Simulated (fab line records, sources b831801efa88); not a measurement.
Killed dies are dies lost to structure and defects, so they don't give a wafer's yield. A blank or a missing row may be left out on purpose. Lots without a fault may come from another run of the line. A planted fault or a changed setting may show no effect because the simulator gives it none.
A struck lot beside a sound one | flow sky130 | 22 steps out of a route of 708
Sound: wafers L601.1, L601.3, L601.4. Struck: wafers L609.3, L609.5, L609.6. The cause comes at the end.
At each step with rows: each side's tool, then ch and its chambers, then its first start. Under that, the readings that differ: sound wafers | struck wafers | difference of the means | sigmas: that difference in standard deviations of wafers without a fault.
alike: readings whose means differ by less than 2 such deviations, and words and numbers that are the same on both sides. not compared: withheld readings, readings that some wafer has no value for, bounds like >300 that may hide the same value, and numbers for which the record gives no deviation and whose values overlap.
The two part at a step that has a row with sigmas, a row that says differs or no value, or rows on one side only. Numbers that don't overlap but have no deviation are shown without sigmas and don't part them. A reading that every wafer of one side lacks parts them only if that side has two wafers or more.

SKY_METAL4_SPUTTER_00: material Ti, target thk 15 nm, time 10 s.
  sound on pvd_sputter-02, day 42 10:50; struck on pvd_sputter-02, day 44 08:55
  alike: throttle_valve_pct
SKY_METAL4_SPUTTER_01: material TiN, target thk 20 nm, time 16.7 s.
  sound on pvd_sputter-02, day 42 10:51; struck on pvd_sputter-02, day 44 08:56
  alike: throttle_valve_pct
SKY_METAL4_SPUTTER_02: material AlCu, target thk 735 nm, time 39.1 s.
  sound on pvd_sputter-02, day 42 10:53; struck on pvd_sputter-02, day 44 08:58
  alike: throttle_valve_pct
SKY_METAL4_SPUTTER_03: material Ti, target thk 5 nm, time 3.3 s.
  sound on pvd_sputter-02, day 42 10:55; struck on pvd_sputter-02, day 44 09:00
  alike: throttle_valve_pct
then, 2 steps without rows for these wafers: SKY_METAL4_SPUTTER_04 (material TiN, target thk 70 nm, time 58.3 s); SKY_CAP2M_CVD_00 (deposits SiO2, target thk 15.5 nm).
SKY_CAP2M_THK_MEAS_01:
  sound on film_metro-04, day 42 11:01; struck on film_metro-02, day 44 09:07
  alike: CAP2M_CVD_00_THK
SKY_CAP2M_SPUTTER_02: material TiN, target thk 200 nm, time 166.7 s.
  sound on pvd_sputter-03, day 42 11:04; struck on pvd_sputter-01, day 44 09:10
  alike: susceptor_temp_C, throttle_valve_pct
SKY_CAP2M_RS_MEAS_03: measures by four-point-probe.
  sound on film_metro-01, day 42 11:11; struck on film_metro-01, day 44 09:19
  alike: CAP2M_TIN_RS
SKY_CAP2M_THK_MEAS_04: measures by xrf.
  sound on film_metro-01, day 42 11:18; struck on film_metro-01, day 44 09:25
  alike: CAP2M_TIN_THK
then, 2 steps without rows for these wafers: SKY_CAP2M_DEHYDRATE_05 (time 60 s); SKY_CAP2M_HMDS_06 (prime time 60 s).
SKY_CAP2M_COAT_07: resist thk 1140 nm.
  sound on litho_track-02 ch 0, day 42 22:02; struck on litho_track-01 ch 0, day 44 20:10
  reading                                    | sound                | struck               | difference | sigmas
  spin_speed_rpm (rpm)                       | 3004.4 2997.5 3000.9 | 2767.0 2771.7 2769.1 | -231.7     | -99 or more
  model.NOVOLAK_of_CAP2M_COAT_07.thk_nm (nm) | 1144 1139 1143       | 1184 1182 1184       | +41        |
  alike: exhaust_pa
then, 4 steps without rows for these wafers: SKY_CAP2M_SOFTBAKE_08 (time 60 s); SKY_CAP2M_EXPOSE_09 (exposes mask CAP2M, target cd 1000 nm); SKY_CAP2M_PEB_10; SKY_CAP2M_DEVELOP_11 (develop time 60 s).
SKY_CAP2M_OVL_MEAS_12:
  sound on overlay-01, day 43 09:47; struck on overlay-02, day 45 06:18
  alike: CAP2M_OVL
SKY_CAP2M_METAL_ETCH_13: etches TiN in Cl2/BCl3, stops on SiO2, target depth 220 nm, time 62.9 s.
  sound on rie_metal-02 ch 0,1, day 43 09:49; struck on rie_metal-02 ch 0,1, day 45 06:21
  reading                                    | sound             | struck         | difference | sigmas
  model.NOVOLAK_of_CAP2M_COAT_07.thk_nm (nm) | 991.9 989.3 991.3 | 1032 1031 1036 | +42        |
  alike: bcl3_flow_sccm, drypump_motor_current_A, oes_product_au, throttle_valve_pct
  not compared: rf_hours_counter_h
SKY_CAP2M_STRIP_14: strips in O2/N2.
  sound on plasma_asher-01 ch 0,1, day 43 09:54; struck on plasma_asher-02 ch 0,1, day 45 06:26
  reading                      | sound             | struck            | difference | sigmas
  strip_time_to_endpoint_s (s) | 12.65 12.62 12.63 | 13.04 13.04 13.10 | +0.43      | +12
  alike: drypump_motor_current_A, oes_product_au
  not compared: rf_hours_counter_h
then, 1 step without rows for these wafers: SKY_CAP2M_STRIP_15 (strips in post etch residue remover, time 1200 s).
-- the record jumps here: 4 days lie between the struck wafers' starts before and after (it left off in module CAP2M and takes up again in module PAD_OPEN, whose first step shown is number 708 of the route) --
SKY_PAD_OPEN_PROBE_99:
  sound on prober-02, day 48 00:21; struck on prober-02, day 49 14:11
  alike: defect_limited_yield, killed_at_M0_to_M3, killed_at_M4_up, killed_at_contacts, killed_at_front_end, killed_at_other, killed_dies, killed_open, killed_short, sort_bin_3_pad_short, sort_bin_5_function, sort_bin_6_memory, sort_n_pass, sort_yield_pct

WHERE THEY PART
First at SKY_CAP2M_COAT_07; last, within this record, at SKY_CAP2M_STRIP_14. Later steps at which nothing parts them and some readings are alike: SKY_PAD_OPEN_PROBE_99.

WHY: what the simulator had put in
Process parameter drift: litho_track-01, from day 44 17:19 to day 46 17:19, at SKY_CAP2M_COAT_07. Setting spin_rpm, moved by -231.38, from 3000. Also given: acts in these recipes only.
